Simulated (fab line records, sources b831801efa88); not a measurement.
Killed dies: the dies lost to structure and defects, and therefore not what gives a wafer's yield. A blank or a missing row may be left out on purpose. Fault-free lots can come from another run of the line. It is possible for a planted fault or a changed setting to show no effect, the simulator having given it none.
Chamber matching -- flow sky130 -- SKY_VIA3_CMP_02 on cmp-01 has 4 sister chambers
The step polishes SiO2. 8 wafers are shown with their chamber, then 7 later ones without.

EACH WAFER AND ITS CHAMBER
wafer,chamber,motor-current-A (A)
L697.4,1,11.2
L697.5,2,11.4
L700.5,2,11.3
L701.1,3,12.6
L701.5,3,12.8
L701.6,0,14.3
L702.2,1,12.0
L702.4,0,13.4

WAFERS MISSING THEIR CHAMBER
wafer,motor-current-A (A)
L702.5,12.8
L703.1,11.6
L703.2,13.7
L703.6,12.6
L710.2,13.0
L710.3,11.6
L710.5,11.5

WHICH CHAMBER EACH ONE RAN IN
wafer,from the rows above,in truth
L702.5,3,3
L703.1,can't be placed: 1 or 2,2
L703.2,can't be placed: 0 or 3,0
L703.6,3,3
L710.2,can't be placed: 3 or 0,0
L710.3,can't be placed: 1 or 2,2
L710.5,can't be placed: 1 or 2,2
2 of 7 placed correctly. From these rows, 5 cannot be placed; in 5 the true chamber is one of the candidates. Placed wrongly: 0.
How it was worked out, from the rows above alone: a wafer's distance from a chamber is the root of the sum, over the readings, of the square of ((its reading less the chamber's mean) divided by the reading's scatter). The wafer belongs to the nearest chamber; if the next one is less than 2 further off, it can't be placed. For every chamber, the mean is computed from those of its wafers that are shown. The scatter: take each reading less its chamber's mean, square it, sum over the shown wafers, divide by the number of wafers less the number of chambers, and take the root.
